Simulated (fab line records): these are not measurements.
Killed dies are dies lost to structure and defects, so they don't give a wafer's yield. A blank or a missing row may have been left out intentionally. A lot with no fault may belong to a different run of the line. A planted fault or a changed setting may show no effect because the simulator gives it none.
Which tool was responsible? | flow gf180mcu | 72 wafers from 24 lots sampled at 6 of the route's 602 steps

## WHAT THE GAUGES SHOWED, per wafer
GF_M1_RS_MEAS_05: measures by four-point-probe. Usual: for M1_ALCU_RS the level is 0.0698 ohm/sq and the standard deviation is 0.00077.
lot  | measured     | on            | M1_ALCU_RS (ohm/sq)  | flag
L074 | day 15 20:07 | film_metro-03 | 0.0705 0.0693 0.0698 |
L075 | day 16 01:57 | film_metro-03 | 0.0693 0.0702 0.0685 |
L076 | day 16 19:20 | film_metro-04 | 0.0702 0.0703 0.0698 |
L077 | day 16 23:05 | film_metro-04 | 0.0700 0.0698 0.0701 |
L078 | day 17 14:46 | film_metro-03 | 0.0692 0.0687 0.0688 |
L080 | day 18 05:48 | film_metro-03 | 0.0707 0.0709 0.0706 |
L079 | day 18 05:56 | film_metro-04 | 0.0700 0.0701 0.0697 |
L081 | day 18 23:37 | film_metro-04 | 0.0698 0.0713 0.0702 |
L082 | day 19 06:26 | film_metro-03 | 0.0697 0.0691 0.0696 |
L083 | day 20 05:47 | film_metro-03 | 0.0693 0.0712 0.0705 |
L085 | day 20 06:51 | film_metro-03 | 0.0692 0.0691 0.0692 |
L084 | day 20 12:57 | film_metro-04 | 0.0703 0.0706 0.0715 |
L086 | day 21 03:53 | film_metro-01 | 0.0695 0.0705 0.0710 |
L087 | day 21 04:15 | film_metro-04 | 0.0707 0.0692 0.0705 |
L088 | day 21 16:05 | film_metro-04 | 0.0696 0.0703 0.0709 |
L089 | day 21 21:31 | film_metro-04 | 0.0696 0.0689 0.0684 |
L090 | day 22 09:20 | film_metro-04 | 0.0692 0.0698 0.0706 |
L092 | day 22 13:34 | film_metro-01 | 0.0686 0.0700 0.0683 |
L091 | day 22 14:50 | film_metro-04 | 0.0691 0.0698 0.0681 |
L093 | day 23 01:46 | film_metro-01 | 0.0692 0.0686 0.0686 |
L094 | day 23 10:50 | film_metro-04 | 0.0699 0.0695 0.0686 |
L095 | day 24 01:07 | film_metro-04 | 0.0683 0.0698 0.0698 |
L096 | day 24 02:41 | film_metro-01 | 0.0699 0.0709 0.0697 |
L097 | day 24 12:58 | film_metro-01 | 0.0701 0.0705 0.0705 |

GF_V1_CD_MEAS_14 targets a cd of 260 nm. Usual: 260.2 nm for cd_nm, sd 1.5.
lot  | measured     | on        | cd_nm (nm)        | flag
L074 | day 17 17:58 | cd_sem-02 | 257.6 258.7 258.6 |
L075 | day 17 23:25 | cd_sem-02 | 260.0 260.4 261.6 |
L076 | day 18 20:32 | cd_sem-02 | 261.1 260.8 259.9 |
L077 | day 18 23:27 | cd_sem-01 | 259.7 258.6 259.4 |
L078 | day 19 15:59 | cd_sem-01 | 260.0 259.3 260.8 |
L080 | day 20 07:17 | cd_sem-02 | 259.6 261.2 260.7 |
L079 | day 20 07:41 | cd_sem-01 | 256.7 259.0 258.6 |
L081 | day 21 01:27 | cd_sem-01 | 261.0 260.6 260.6 |
L082 | day 21 08:08 | cd_sem-01 | 261.9 260.4 261.6 |
L083 | day 22 06:04 | cd_sem-02 | 262.3 262.3 262.7 |
L085 | day 22 08:39 | cd_sem-02 | 260.5 260.3 260.2 |
L084 | day 22 14:19 | cd_sem-02 | 261.8 259.8 259.5 |
L086 | day 23 03:59 | cd_sem-01 | 262.6 262.8 259.9 |
L087 | day 23 04:40 | cd_sem-02 | 260.2 259.5 258.8 |
L088 | day 23 16:16 | cd_sem-02 | 258.0 258.2 257.0 |
L089 | day 23 20:47 | cd_sem-01 | 260.2 258.9 260.8 |
L090 | day 24 08:16 | cd_sem-02 | 260.7 260.6 260.6 |
L092 | day 24 11:20 | cd_sem-01 | 261.3 261.7 261.6 |
L091 | day 24 13:15 | cd_sem-02 | 260.8 262.0 262.4 |
L093 | day 24 23:57 | cd_sem-02 | 260.3 259.6 258.9 |
L094 | day 25 08:25 | cd_sem-02 | 259.1 257.9 257.8 |
L095 | day 25 20:22 | cd_sem-01 | 258.5 258.3 257.3 |
L096 | day 25 23:40 | cd_sem-01 | 260.3 259.1 259.5 |
L097 | day 26 09:47 | cd_sem-02 | 262.7 263.0 263.0 |

GF_TOP_METAL_THK_MEAS_06: measures by xrf. Usual: for TOP_METAL_ALCU_THK the level is 898 nm and the standard deviation is 12.
lot  | measured     | on            | TOP_METAL_ALCU_THK (nm) | flag
L074 | day 26 22:23 | film_metro-02 | 896 904 896             |
L075 | day 27 03:04 | film_metro-02 | 868 878 885             |
L076 | day 27 22:13 | film_metro-03 | 904 890 910             |
L077 | day 28 01:23 | film_metro-04 | 888 899 896             |
L078 | day 28 11:04 | film_metro-04 | 902 918 925             |
L080 | day 29 01:32 | film_metro-04 | 913 915 899             |
L079 | day 29 02:14 | film_metro-02 | 906 899 905             |
L081 | day 29 16:46 | film_metro-03 | 908 927 912             |
L082 | day 29 21:47 | film_metro-04 | 898 893 900             |
L083 | day 30 16:03 | film_metro-03 | 907 904 893             |
L085 | day 30 16:23 | film_metro-03 | 895 890 907             |
L084 | day 30 22:20 | film_metro-04 | 887 897 897             |
L086 | day 31 21:27 | film_metro-04 | 876 892 890             |
L087 | day 31 20:52 | film_metro-04 | 896 885 884             |
L088 | day 32 01:41 | film_metro-04 | 899 897 904             |
L089 | day 32 01:39 | film_metro-03 | 894 893 896             |
L090 | day 32 08:08 | film_metro-03 | 910 905 920             |
L092 | day 32 11:18 | film_metro-02 | 895 896 899             |
L091 | day 32 12:11 | film_metro-02 | 878 892 894             |
L093 | day 32 23:47 | film_metro-03 | 908 905 911             |
L094 | day 32 22:40 | film_metro-04 | 905 908 902             |
L095 | day 32 22:54 | film_metro-02 | 900 896 896             |
L096 | day 33 00:08 | film_metro-02 | 878 883 874             |
L097 | day 34 04:31 | film_metro-04 | 918 911 919             |

## TOOL THAT RAN EACH LOT (tool first, then ch and the chambers of the sampled wafers, then the start)
lot  | GF_V2_ETCH_16                      | GF_MIM_SPUTTER_00            | GF_V5_ETCH_16
L074 | rie_diel-02 ch 0,1,3, day 19 20:54 | pvd_sputter-04, day 24 02:22 | rie_diel-03 ch 1,3, day 26 20:39
L075 | rie_diel-02 ch 1,3, day 20 03:11   | pvd_sputter-04, day 24 08:42 | rie_diel-02 ch 0,3, day 27 01:20
L076 | rie_diel-03 ch 0,2,3, day 21 00:26 | pvd_sputter-03, day 25 03:55 | rie_diel-01 ch 0,2,3, day 27 20:05
L077 | rie_diel-02 ch 1,2, day 21 03:12   | pvd_sputter-03, day 25 07:29 | rie_diel-01 ch 0,3, day 27 23:08
L078 | rie_diel-03 ch 0,3, day 21 17:47   | pvd_sputter-04, day 25 18:17 | rie_diel-03 ch 0,1,2, day 28 09:17
L080 | rie_diel-02 ch 1,2, day 22 10:10   | pvd_sputter-04, day 26 09:06 | rie_diel-03 ch 1,2, day 28 23:47
L079 | rie_diel-01 ch 1,2, day 22 11:06   | pvd_sputter-04, day 26 11:28 | rie_diel-01 ch 0,1,2, day 29 00:30
L081 | rie_diel-03 ch 0,1,3, day 23 03:41 | pvd_sputter-02, day 27 02:12 | rie_diel-03 ch 2,3, day 29 15:00
L082 | rie_diel-02 ch 0,2, day 23 09:47   | pvd_sputter-03, day 27 07:33 | rie_diel-03 ch 0,2,3, day 29 19:56
L083 | rie_diel-02 ch 1,2, day 24 07:26   | pvd_sputter-04, day 28 02:17 | rie_diel-01 ch 1,2,3, day 30 14:17
L085 | rie_diel-03 ch 0,3, day 24 08:59   | pvd_sputter-02, day 28 02:35 | rie_diel-03 ch 1,2, day 30 14:38
L084 | rie_diel-01 ch 0,2,3, day 24 16:07 | pvd_sputter-03, day 28 10:12 | rie_diel-03 ch 2,3, day 30 20:35
L086 | rie_diel-02 ch 1,2,3, day 25 04:35 | pvd_sputter-03, day 28 21:52 | rie_diel-01 ch 0,1,2, day 31 18:43
L087 | rie_diel-03 ch 0,3, day 25 05:32   | pvd_sputter-04, day 28 21:34 | rie_diel-03 ch 0,1,3, day 31 18:32
L088 | rie_diel-03 ch 0,1,2, day 25 15:27 | pvd_sputter-04, day 29 05:48 | rie_diel-01 ch 0,1, day 31 19:50
L089 | rie_diel-02 ch 0,2,3, day 25 18:32 | pvd_sputter-02, day 29 09:32 | rie_diel-01 ch 0,2, day 31 20:16
L090 | rie_diel-03 ch 0,2, day 26 06:00   | pvd_sputter-03, day 29 18:44 | rie_diel-02 ch 0,2,3, day 32 03:05
L092 | rie_diel-02 ch 0,3, day 26 09:45   | pvd_sputter-02, day 29 23:29 | rie_diel-02 ch 0,1,2, day 32 09:35
L091 | rie_diel-02 ch 1,2,3, day 26 11:29 | pvd_sputter-04, day 30 00:40 | rie_diel-03 ch 0,2,3, day 32 10:28
L093 | rie_diel-01 ch 1,2,3, day 26 21:05 | pvd_sputter-02, day 30 08:54 | rie_diel-01 ch 2,3, day 32 22:02
L094 | rie_diel-01 ch 0,2,3, day 27 04:32 | pvd_sputter-03, day 30 16:55 | rie_diel-02 ch 0,2,3, day 32 20:56
L095 | rie_diel-01 ch 1,2, day 27 16:59   | pvd_sputter-04, day 31 03:26 | rie_diel-01 ch 0,1,3, day 32 21:10
L096 | rie_diel-02 ch 1,2,3, day 27 19:33 | pvd_sputter-02, day 31 06:15 | rie_diel-02 ch 0,2, day 32 22:13
L097 | rie_diel-02 ch 1,2,3, day 28 04:38 | pvd_sputter-02, day 31 22:58 | rie_diel-02 ch 0,1,3, day 34 02:46
- GF_V2_ETCH_16: etches BARC in N2/H2.
- GF_MIM_SPUTTER_00: material Ti, target thk 37.5 nm, time 150 s.
- GF_V5_ETCH_16: etches BARC in N2/H2.

## WHAT THE TOOLS THEMSELVES READ (means of the sampled wafers that have a number; where no wafer has one, the mark that the record gives instead)
GF_V2_ETCH_16. Usual: drypump_motor_current_A 5.9 A, standard deviation 0.53; oes_product_au 0.854 a.u., standard deviation 0.0053; throttle_valve_pct 13.224 %, standard deviation 0.0091.
lot  | tool        | drypump_motor_current_A (A) | oes_product_au (a.u.) | throttle_valve_pct (%) | flag
L074 | rie_diel-02 | 6.1                         | 0.851                 | 13.216                 |
L075 | rie_diel-02 | 6.2                         | 0.852                 | 13.220                 |
L076 | rie_diel-03 | 5.6                         | 0.852                 | 13.224                 |
L077 | rie_diel-02 | 6.1                         | 0.856                 | 13.223                 |
L078 | rie_diel-03 | 6.1                         | 0.851                 | 13.227                 |
L080 | rie_diel-02 | 6.3                         | 0.855                 | 13.227                 |
L079 | rie_diel-01 | 6.4                         | 0.853                 | 13.229                 |
L081 | rie_diel-03 | 5.6                         | 0.858                 | 13.222                 |
L082 | rie_diel-02 | 6.1                         | 0.857                 | 13.222                 |
L083 | rie_diel-02 | 6.2                         | 0.855                 | 13.227                 |
L085 | rie_diel-03 | 5.6                         | 0.855                 | 13.226                 |
L084 | rie_diel-01 | 6.0                         | 0.859                 | 13.225                 |
L086 | rie_diel-02 | 6.0                         | 0.858                 | 13.220                 |
L087 | rie_diel-03 | 6.1                         | 0.850                 | 13.236                 |
L088 | rie_diel-03 | 5.1                         | 0.852                 | 13.225                 |
L089 | rie_diel-02 | 5.9                         | 0.853                 | 13.225                 |
L090 | rie_diel-03 | 5.1                         | 0.854                 | 13.223                 |
L092 | rie_diel-02 | 5.9                         | 0.856                 | 13.225                 |
L091 | rie_diel-02 | 6.0                         | 0.850                 | 13.229                 |
L093 | rie_diel-01 | 5.9                         | 0.849                 | 13.222                 |
L094 | rie_diel-01 | 6.0                         | 0.854                 | 13.229                 |
L095 | rie_diel-01 | 6.3                         | 0.854                 | 13.220                 |
L096 | rie_diel-02 | 6.0                         | 0.854                 | 13.222                 |
L097 | rie_diel-02 | 6.0                         | 0.850                 | 13.223                 |

GF_MIM_SPUTTER_00. Usual: 30.5 % for throttle_valve_pct, sd 1.1.
lot  | tool           | throttle_valve_pct (%) | flag
L074 | pvd_sputter-04 | 31.4                   |
L075 | pvd_sputter-04 | 30.2                   |
L076 | pvd_sputter-03 | 30.2                   |
L077 | pvd_sputter-03 | 30.3                   |
L078 | pvd_sputter-04 | 30.1                   |
L080 | pvd_sputter-04 | 30.4                   |
L079 | pvd_sputter-04 | 30.3                   |
L081 | pvd_sputter-02 | 30.9                   |
L082 | pvd_sputter-03 | 30.5                   |
L083 | pvd_sputter-04 | 30.2                   |
L085 | pvd_sputter-02 | 28.1                   |
L084 | pvd_sputter-03 | 30.1                   |
L086 | pvd_sputter-03 | 30.0                   |
L087 | pvd_sputter-04 | 30.7                   |
L088 | pvd_sputter-04 | 31.4                   |
L089 | pvd_sputter-02 | 31.7                   |
L090 | pvd_sputter-03 | 30.4                   |
L092 | pvd_sputter-02 | 28.7                   |
L091 | pvd_sputter-04 | 30.3                   |
L093 | pvd_sputter-02 | 31.0                   |
L094 | pvd_sputter-03 | 30.8                   |
L095 | pvd_sputter-04 | 31.1                   |
L096 | pvd_sputter-02 | 30.1                   |
L097 | pvd_sputter-02 | 31.1                   |

GF_V5_ETCH_16. Usual: drypump_motor_current_A 5.8 A, standard deviation 0.58; oes_product_au 0.855 a.u., standard deviation 0.0046; throttle_valve_pct 13.224 %, standard deviation 0.0092.
lot  | tool        | drypump_motor_current_A (A) | oes_product_au (a.u.) | throttle_valve_pct (%) | flag
L074 | rie_diel-03 | 6.1                         | 0.856                 | 13.235                 |
L075 | rie_diel-02 | 6.0                         | 0.854                 | 13.218                 |
L076 | rie_diel-01 | 6.0                         | 0.853                 | 13.218                 |
L077 | rie_diel-01 | 5.8                         | 0.854                 | 13.221                 |
L078 | rie_diel-03 | 5.1                         | 0.855                 | 13.233                 |
L080 | rie_diel-03 | 5.1                         | 0.849                 | 13.222                 |
L079 | rie_diel-01 | 6.2                         | 0.856                 | 13.227                 |
L081 | rie_diel-03 | 5.6                         | 0.858                 | 13.221                 |
L082 | rie_diel-03 | 5.6                         | 0.856                 | 13.225                 |
L083 | rie_diel-01 | 5.9                         | 0.855                 | 13.218                 |
L085 | rie_diel-03 | 5.1                         | 0.852                 | 13.226                 |
L084 | rie_diel-03 | 5.6                         | 0.857                 | 13.220                 |
L086 | rie_diel-01 | 6.2                         | 0.859                 | 13.223                 |
L087 | rie_diel-03 | 5.6                         | 0.853                 | 13.235                 |
L088 | rie_diel-01 | 5.9                         | 0.854                 | 13.227                 |
L089 | rie_diel-01 | 6.4                         | 0.851                 | 13.231                 |
L090 | rie_diel-02 | 5.9                         | 0.851                 | 13.232                 |
L092 | rie_diel-02 | 6.1                         | 0.858                 | 13.221                 |
L091 | rie_diel-03 | 5.6                         | 0.851                 | 13.217                 |
L093 | rie_diel-01 | 5.7                         | 0.855                 | 13.223                 |
L094 | rie_diel-02 | 5.9                         | 0.860                 | 13.233                 |
L095 | rie_diel-01 | 5.7                         | 0.854                 | 13.218                 |
L096 | rie_diel-02 | 6.0                         | 0.853                 | 13.219                 |
L097 | rie_diel-02 | 6.1                         | 0.856                 | 13.219                 |

## THE ANSWER, worked out from the rows above alone
Rule: a lot is off if the mean of its wafers that have a number lies more than 3 standard deviations from the usual mean. Also off: a lot with no number at a reading for which 4 or more lots have one. The other lots that the step has rows for count as sound. Order of review: gauges by route order, followed by the tools' own readings, for which a lot's mean as printed above is used. The first step at which some lot is off is used, and at that step the reading that is off furthest; a lot without a number counts as furthest.
Nothing can be told from this: no lot is off at any reading shown.

## WHAT THE SIMULATOR HAD PUT IN
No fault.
